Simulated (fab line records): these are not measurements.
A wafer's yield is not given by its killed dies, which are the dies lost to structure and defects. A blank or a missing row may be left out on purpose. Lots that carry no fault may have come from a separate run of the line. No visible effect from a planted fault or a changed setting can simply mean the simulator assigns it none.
What tool caused it? + flow sky130 + Sampling: 12 lots, 36 wafers, 5 of 708 route steps

WHAT THE GAUGES SHOWED, per wafer
SKY_LOCAL_INTERCONNECT_OVL_MEAS_12. Usual: LOCAL_INTERCONNECT_OVL gives -1 nm (standard deviation 5.4).
| lot  | measured     | on         | LOCAL_INTERCONNECT_OVL (nm) | flag |
|------|--------------|------------|-----------------------------|------|
| L704 | day 30 13:21 | overlay-02 | 4 -3 -4                     |      |
| L705 | day 30 21:34 | overlay-02 | -3 2 0                      |      |
| L706 | day 31 11:29 | overlay-01 | 7 9 4                       |      |
| L709 | day 32 22:17 | overlay-02 | 3 4 11                      |      |
| L713 | day 33 19:57 | overlay-01 | -2 -2 -5                    |      |
| L715 | day 34 10:05 | overlay-01 | 0 3 1                       |      |
| L716 | day 35 04:17 | overlay-02 | -2 0 0                      |      |
| L720 | day 35 22:47 | overlay-01 | 0 -15 -4                    |      |
| L721 | day 36 10:23 | overlay-02 | 0 -1 -7                     |      |
| L724 | day 37 13:32 | overlay-01 | 11 9 8                      |      |
| L726 | day 38 06:19 | overlay-01 | 3 -5 0                      |      |
| L725 | day 38 06:53 | overlay-02 | -5 -7 -8                    |      |

SKY_CONTACT_THK_MEAS_01. Usual: CONTACT_CVD_00_THK gives 75.0 nm (standard deviation 1.4).
| lot  | measured     | on           | CONTACT_CVD_00_THK (nm) | flag |
|------|--------------|--------------|-------------------------|------|
| L704 | day 30 14:08 | filmMetro-02 | 73.1 74.4 74.1          |      |
| L705 | day 30 22:20 | filmMetro-02 | 74.3 73.9 78.4          |      |
| L706 | day 31 12:15 | filmMetro-02 | 73.4 73.0 74.4          |      |
| L709 | day 32 23:04 | filmMetro-03 | 75.9 73.1 77.0          |      |
| L713 | day 33 20:46 | filmMetro-01 | 72.1 74.9 77.0          |      |
| L715 | day 34 10:52 | filmMetro-01 | 73.4 76.0 75.4          |      |
| L716 | day 35 05:04 | filmMetro-03 | 72.2 76.1 73.8          |      |
| L720 | day 35 23:34 | filmMetro-03 | 74.1 75.9 73.4          |      |
| L721 | day 36 11:10 | filmMetro-03 | 76.0 73.1 74.1          |      |
| L724 | day 37 14:19 | filmMetro-02 | 74.9 73.7 76.0          |      |
| L726 | day 38 07:06 | filmMetro-01 | 74.9 75.1 75.7          |      |
| L725 | day 38 07:40 | filmMetro-03 | 75.2 75.9 75.8          |      |

WHAT TOOL EACH LOT RAN ON (gives the tool, then ch and the chambers of the sampled wafers, and finally the start)
| lot  | SKY_LI_CONTACT_ETCH_14            | SKY_LOCAL_INTERCONNECT_COAT_06   | SKY_LOCAL_INTERCONNECT_STRIP_15     |
|------|-----------------------------------|----------------------------------|-------------------------------------|
| L704 | rieDiel-04 ch 0,1,2, day 29 07:05 | lithoTrack-02 ch 0, day 29 23:00 | plasmaAsher-01 ch 0,1, day 30 13:29 |
| L705 | rieDiel-01 ch 0,1,2, day 29 16:05 | lithoTrack-02 ch 0, day 30 07:00 | plasmaAsher-01 ch 0,1, day 30 21:42 |
| L706 | rieDiel-01 ch 1,2, day 30 05:23   | lithoTrack-03 ch 0, day 30 20:00 | plasmaAsher-01 ch 0,1, day 31 11:37 |
| L709 | rieDiel-01 ch 0,2,3, day 31 16:49 | lithoTrack-02 ch 0, day 32 07:00 | plasmaAsher-01 ch 0,1, day 32 22:26 |
| L713 | rieDiel-01 ch 2,3, day 32 16:29   | lithoTrack-02 ch 0, day 33 06:00 | plasmaAsher-02 ch 1, day 33 20:06   |
| L715 | rieDiel-01 ch 0,1, day 33 06:56   | lithoTrack-02 ch 0, day 33 21:00 | plasmaAsher-04 ch 0,1, day 34 10:14 |
| L716 | rieDiel-02 ch 0,2,3, day 34 00:14 | lithoTrack-02 ch 0, day 34 14:00 | plasmaAsher-04 ch 0,1, day 35 04:26 |
| L720 | rieDiel-04 ch 1,2,3, day 34 18:53 | lithoTrack-04 ch 0, day 35 09:00 | plasmaAsher-02 ch 0,1, day 35 22:56 |
| L721 | rieDiel-01 ch 2,3, day 35 06:41   | lithoTrack-04 ch 0, day 35 20:00 | plasmaAsher-02 ch 0,1, day 36 10:32 |
| L724 | rieDiel-04 ch 0,1,2, day 36 09:23 | lithoTrack-02 ch 0, day 36 23:00 | plasmaAsher-02 ch 0,1, day 37 13:41 |
| L726 | rieDiel-02 ch 0,2, day 37 02:47   | lithoTrack-02 ch 0, day 37 16:00 | plasmaAsher-01 ch 0,1, day 38 06:29 |
| L725 | rieDiel-01 ch 0,1, day 37 03:08   | lithoTrack-02 ch 0, day 37 17:00 | plasmaAsher-01 ch 0,1, day 38 07:02 |
- SKY_LI_CONTACT_ETCH_14: etches BARC in N2/H2, stops on SiO2, time 45.9 s, target depth 60 nm.
- SKY_LOCAL_INTERCONNECT_COAT_06: resist thk 450 nm.
- SKY_LOCAL_INTERCONNECT_STRIP_15: strips in O2/N2.

AS READ BY THE TOOLS THEMSELVES (means over the sampled wafers that have a number; for cases with no such wafer, the mark the record gives instead)
SKY_LI_CONTACT_ETCH_14. Usual: drypumpMotorCurrentA 5.9 A, standard deviation 0.5; oesProductAu 0.855 a.u., standard deviation 0.0045; throttleValvePct 13.224 %, standard deviation 0.0097.
| lot  | tool       | drypumpMotorCurrentA (A) | oesProductAu (a.u.) | throttleValvePct (%) | flag |
|------|------------|--------------------------|---------------------|----------------------|------|
| L704 | rieDiel-04 | 5.7                      | 0.856               | 13.225               |      |
| L705 | rieDiel-01 | 6.3                      | 0.850               | 13.223               |      |
| L706 | rieDiel-01 | 6.3                      | 0.853               | 13.220               |      |
| L709 | rieDiel-01 | 6.2                      | 0.852               | 13.215               |      |
| L713 | rieDiel-01 | 5.8                      | 0.854               | 13.223               |      |
| L715 | rieDiel-01 | 6.2                      | 0.857               | 13.223               |      |
| L716 | rieDiel-02 | 5.6                      | 0.857               | 13.230               |      |
| L720 | rieDiel-04 | 5.9                      | 0.854               | 13.231               |      |
| L721 | rieDiel-01 | 5.8                      | 0.855               | 13.220               |      |
| L724 | rieDiel-04 | 5.7                      | 0.857               | 13.222               |      |
| L726 | rieDiel-02 | 5.2                      | 0.854               | 13.223               |      |
| L725 | rieDiel-01 | 5.9                      | 0.858               | 13.221               |      |

SKY_LOCAL_INTERCONNECT_COAT_06. Usual: spinSpeedRpm 2999.7 rpm, standard deviation 2.4.
| lot  | tool          | spinSpeedRpm (rpm) | flag |
|------|---------------|--------------------|------|
| L704 | lithoTrack-02 | 2999.5             |      |
| L705 | lithoTrack-02 | 2999.1             |      |
| L706 | lithoTrack-03 | 3000.0             |      |
| L709 | lithoTrack-02 | 3000.6             |      |
| L713 | lithoTrack-02 | 3125.1             | OFF  |
| L715 | lithoTrack-02 | 3125.0             | OFF  |
| L716 | lithoTrack-02 | 3127.5             | OFF  |
| L720 | lithoTrack-04 | 3002.5             |      |
| L721 | lithoTrack-04 | 2999.1             |      |
| L724 | lithoTrack-02 | 2999.8             |      |
| L726 | lithoTrack-02 | 2999.2             |      |
| L725 | lithoTrack-02 | 2999.6             |      |

SKY_LOCAL_INTERCONNECT_STRIP_15. Usual: drypumpMotorCurrentA 5.6 A, standard deviation 0.33; oesProductAu 0.428 a.u., standard deviation 0.0045; stripTimeToEndpointS 4.750 s, standard deviation 0.03.
| lot  | tool           | drypumpMotorCurrentA (A) | oesProductAu (a.u.) | stripTimeToEndpointS (s) | flag |
|------|----------------|--------------------------|---------------------|--------------------------|------|
| L704 | plasmaAsher-01 | 5.2                      | 0.431               | 4.755                    |      |
| L705 | plasmaAsher-01 | 5.2                      | 0.430               | 4.781                    |      |
| L706 | plasmaAsher-01 | 5.2                      | 0.430               | 4.763                    |      |
| L709 | plasmaAsher-01 | 5.2                      | 0.425               | 4.719                    |      |
| L713 | plasmaAsher-02 | 5.4                      | 0.425               | 4.644                    | OFF  |
| L715 | plasmaAsher-04 | 6.0                      | 0.423               | 4.632                    | OFF  |
| L716 | plasmaAsher-04 | 6.0                      | 0.425               | 4.659                    | OFF  |
| L720 | plasmaAsher-02 | 5.7                      | 0.424               | 4.703                    |      |
| L721 | plasmaAsher-02 | 5.6                      | 0.426               | 4.738                    |      |
| L724 | plasmaAsher-02 | 5.6                      | 0.432               | 4.789                    |      |
| L726 | plasmaAsher-01 | 5.2                      | 0.428               | 4.745                    |      |
| L725 | plasmaAsher-01 | 5.2                      | 0.437               | 4.767                    |      |

THE ANSWER, worked out from the rows above alone
Rule: a lot counts as off when the mean over its wafers that have a number is more than 3 standard deviations away from the usual mean. A lot without any number at a reading at which 4 lots or more have one is off too. Where the step has rows for the other lots, those lots are counted as sound. First the gauges in route order, then the tools' own readings, where a lot's mean is used as printed above. The first step at which some lot is off is used, and at that step the reading that is off furthest; a lot without a number counts as furthest.
Off, at SKY_LOCAL_INTERCONNECT_COAT_06 on spinSpeedRpm: L713, L715, L716.
A tool fits if, at that step or a process step before it, it ran every lot that is off, and no sound lot after the first of them. Of those tried, none fits.

WHAT HAD BEEN PUT IN BY THE SIMULATOR
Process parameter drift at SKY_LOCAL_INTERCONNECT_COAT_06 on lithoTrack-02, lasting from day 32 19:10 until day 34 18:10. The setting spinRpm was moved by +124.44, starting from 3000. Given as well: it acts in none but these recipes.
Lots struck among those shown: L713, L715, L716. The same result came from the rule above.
